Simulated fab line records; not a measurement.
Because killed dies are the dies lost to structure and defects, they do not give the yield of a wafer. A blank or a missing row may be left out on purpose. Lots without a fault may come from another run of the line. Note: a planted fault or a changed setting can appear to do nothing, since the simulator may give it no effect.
Which tool did it? || flow gf180mcu || Sampling: 14 lots, 42 wafers, 3 of 602 route steps

WHAT THE GAUGES SHOWED, per wafer
GF_HV_LDD_THK_MEAS_57.
{"lot": "L669", "measured": "day 12 12:10", "on": "film_metro-03", "HV_LDD_CVD_56_THK (nm)": "89.1 89.0 90.3"}
{"lot": "L673", "measured": "day 13 19:26", "on": "film_metro-03", "HV_LDD_CVD_56_THK (nm)": "88.9 89.2 89.3"}
{"lot": "L674", "measured": "day 14 05:15", "on": "film_metro-02", "HV_LDD_CVD_56_THK (nm)": "90.2 89.5 89.7"}
{"lot": "L675", "measured": "day 14 12:49", "on": "film_metro-02", "HV_LDD_CVD_56_THK (nm)": "90.3 91.0 91.1"}
{"lot": "L676", "measured": "day 14 21:59", "on": "film_metro-03", "HV_LDD_CVD_56_THK (nm)": "89.5 88.8 90.3"}
{"lot": "L677", "measured": "day 15 05:05", "on": "film_metro-02", "HV_LDD_CVD_56_THK (nm)": "88.5 88.0 88.4"}
{"lot": "L678", "measured": "day 15 08:24", "on": "film_metro-03", "HV_LDD_CVD_56_THK (nm)": "90.5 89.9 90.2"}
{"lot": "L679", "measured": "day 15 21:21", "on": "film_metro-03", "HV_LDD_CVD_56_THK (nm)": "89.9 90.3 89.4"}
{"lot": "L680", "measured": "day 16 02:00", "on": "film_metro-03", "HV_LDD_CVD_56_THK (nm)": "91.4 91.5 91.0"}
{"lot": "L681", "measured": "day 16 12:43", "on": "film_metro-03", "HV_LDD_CVD_56_THK (nm)": "90.3 89.9 89.6"}
{"lot": "L689", "measured": "day 19 08:49", "on": "film_metro-03", "HV_LDD_CVD_56_THK (nm)": "89.9 90.2 89.0"}
{"lot": "L690", "measured": "day 19 11:19", "on": "film_metro-04", "HV_LDD_CVD_56_THK (nm)": "90.8 90.8 90.6"}
{"lot": "L691", "measured": "day 19 20:14", "on": "film_metro-03", "HV_LDD_CVD_56_THK (nm)": "89.9 91.8 90.9"}
{"lot": "L692", "measured": "day 20 01:43", "on": "film_metro-04", "HV_LDD_CVD_56_THK (nm)": "91.2 90.6 90.5"}

GF_SAB_OVL_MEAS_10.
{"lot": "L669", "measured": "day 15 01:40", "on": "overlay-02", "SAB_OVL (nm)": "0.1 2.1 1.2"}
{"lot": "L673", "measured": "day 16 13:08", "on": "overlay-01", "SAB_OVL (nm)": "1.7 -1.4 -0.1"}
{"lot": "L674", "measured": "day 16 23:24", "on": "overlay-01", "SAB_OVL (nm)": "3.4 3.5 4.4"}
{"lot": "L675", "measured": "day 17 07:37", "on": "overlay-01", "SAB_OVL (nm)": "2.9 1.7 1.6"}
{"lot": "L676", "measured": "day 17 18:06", "on": "overlay-02", "SAB_OVL (nm)": "1.0 -0.1 0.1"}
{"lot": "L677", "measured": "day 18 01:03", "on": "overlay-01", "SAB_OVL (nm)": "1.8 2.1 2.6"}
{"lot": "L678", "measured": "day 18 05:59", "on": "overlay-02", "SAB_OVL (nm)": "-0.8 -0.9 -1.5"}
{"lot": "L679", "measured": "day 18 19:14", "on": "overlay-01", "SAB_OVL (nm)": "1.3 -0.1 2.4"}
{"lot": "L680", "measured": "day 19 01:19", "on": "overlay-01", "SAB_OVL (nm)": "2.3 0.8 1.6"}
{"lot": "L681", "measured": "day 19 12:44", "on": "overlay-02", "SAB_OVL (nm)": "2.2 2.8 2.2"}
{"lot": "L689", "measured": "day 22 10:58", "on": "overlay-01", "SAB_OVL (nm)": "-0.3 -1.1 0.6"}
{"lot": "L690", "measured": "day 22 12:17", "on": "overlay-02", "SAB_OVL (nm)": "1.5 0.2 1.6"}
{"lot": "L691", "measured": "day 22 21:02", "on": "overlay-02", "SAB_OVL (nm)": "2.0 1.2 2.1"}
{"lot": "L692", "measured": "day 23 00:56", "on": "overlay-02", "SAB_OVL (nm)": "3.4 2.4 3.0"}

WHICH TOOL RAN EACH LOT (tool, then ch and the chambers of the sampled wafers, then the start)
{"lot": "L669", "GF_SAB_PEB_07": "litho_track-02 ch 0, day 15 01:17"}
{"lot": "L673", "GF_SAB_PEB_07": "litho_track-01 ch 0, day 16 12:43"}
{"lot": "L674", "GF_SAB_PEB_07": "litho_track-04 ch 0, day 16 23:01"}
{"lot": "L675", "GF_SAB_PEB_07": "litho_track-02 ch 0, day 17 07:11"}
{"lot": "L676", "GF_SAB_PEB_07": "litho_track-04 ch 0, day 17 17:42"}
{"lot": "L677", "GF_SAB_PEB_07": "litho_track-01 ch 0, day 18 00:40"}
{"lot": "L678", "GF_SAB_PEB_07": "litho_track-01 ch 0, day 18 05:35"}
{"lot": "L679", "GF_SAB_PEB_07": "litho_track-01, day 18 18:49"}
{"lot": "L680", "GF_SAB_PEB_07": "litho_track-02, day 19 00:53"}
{"lot": "L681", "GF_SAB_PEB_07": "litho_track-01 ch 0, day 19 12:20"}
{"lot": "L689", "GF_SAB_PEB_07": "litho_track-02 ch 0, day 22 10:34"}
{"lot": "L690", "GF_SAB_PEB_07": "litho_track-04 ch 0, day 22 11:52"}
{"lot": "L691", "GF_SAB_PEB_07": "litho_track-01 ch 0, day 22 20:37"}
{"lot": "L692", "GF_SAB_PEB_07": "litho_track-01 ch 0, day 23 00:31"}
- GF_SAB_PEB_07

WHAT THE TOOLS THEMSELVES READ (means of the sampled wafers that have a number; where no wafer has one, the mark that the record gives instead)
GF_SAB_PEB_07.
{"lot": "L669", "tool": "litho_track-02", "exhaust_pa (Pa)": 45.6}
{"lot": "L673", "tool": "litho_track-01", "exhaust_pa (Pa)": 46.1}
{"lot": "L674", "tool": "litho_track-04", "exhaust_pa (Pa)": 45.5}
{"lot": "L675", "tool": "litho_track-02", "exhaust_pa (Pa)": 44.3}
{"lot": "L676", "tool": "litho_track-04", "exhaust_pa (Pa)": 44.0}
{"lot": "L677", "tool": "litho_track-01", "exhaust_pa (Pa)": 43.7}
{"lot": "L678", "tool": "litho_track-01", "exhaust_pa (Pa)": 45.1}
{"lot": "L679", "tool": "litho_track-01", "exhaust_pa (Pa)": "-"}
{"lot": "L680", "tool": "litho_track-02", "exhaust_pa (Pa)": "-"}
{"lot": "L681", "tool": "litho_track-01", "exhaust_pa (Pa)": 44.9}
{"lot": "L689", "tool": "litho_track-02", "exhaust_pa (Pa)": 44.6}
{"lot": "L690", "tool": "litho_track-04", "exhaust_pa (Pa)": 45.0}
{"lot": "L691", "tool": "litho_track-01", "exhaust_pa (Pa)": 44.9}
{"lot": "L692", "tool": "litho_track-01", "exhaust_pa (Pa)": 45.6}

THE ANSWER, worked out from the rows above alone
Rule: usual is defined by the lots themselves. Put in order of their means at a reading, lots are off if they are a third of the lots or fewer, leave a main group of 4 or more, and stand apart from it by a gap of 3 or more times the standard deviation of the main group's means; of several such gaps the widest counts. A main group whose means are all the same, to the digits that the tables above print for the reading, isn't used. Also off: a lot with no number at a reading for which 4 or more lots have one. All remaining lots with rows at the step are treated as sound. The gauges are gone through in route order, then the tools' own readings, and for those a lot's mean is taken as printed above. The first step at which some lot is off is used, and at that step the reading that is off furthest; a lot without a number counts as furthest.
Off: L679, L680 (GF_SAB_PEB_07, exhaust_pa). Without a number there: L679, L680. For the main group the mean is 44.9 Pa and the standard deviation 0.68.
If a tool, at that step or one of the process steps before it, ran each lot that is off and ran no sound lot following the first of them, it fits. No candidate that was tried fits.

WHAT WAS PUT IN BY THE SIMULATOR
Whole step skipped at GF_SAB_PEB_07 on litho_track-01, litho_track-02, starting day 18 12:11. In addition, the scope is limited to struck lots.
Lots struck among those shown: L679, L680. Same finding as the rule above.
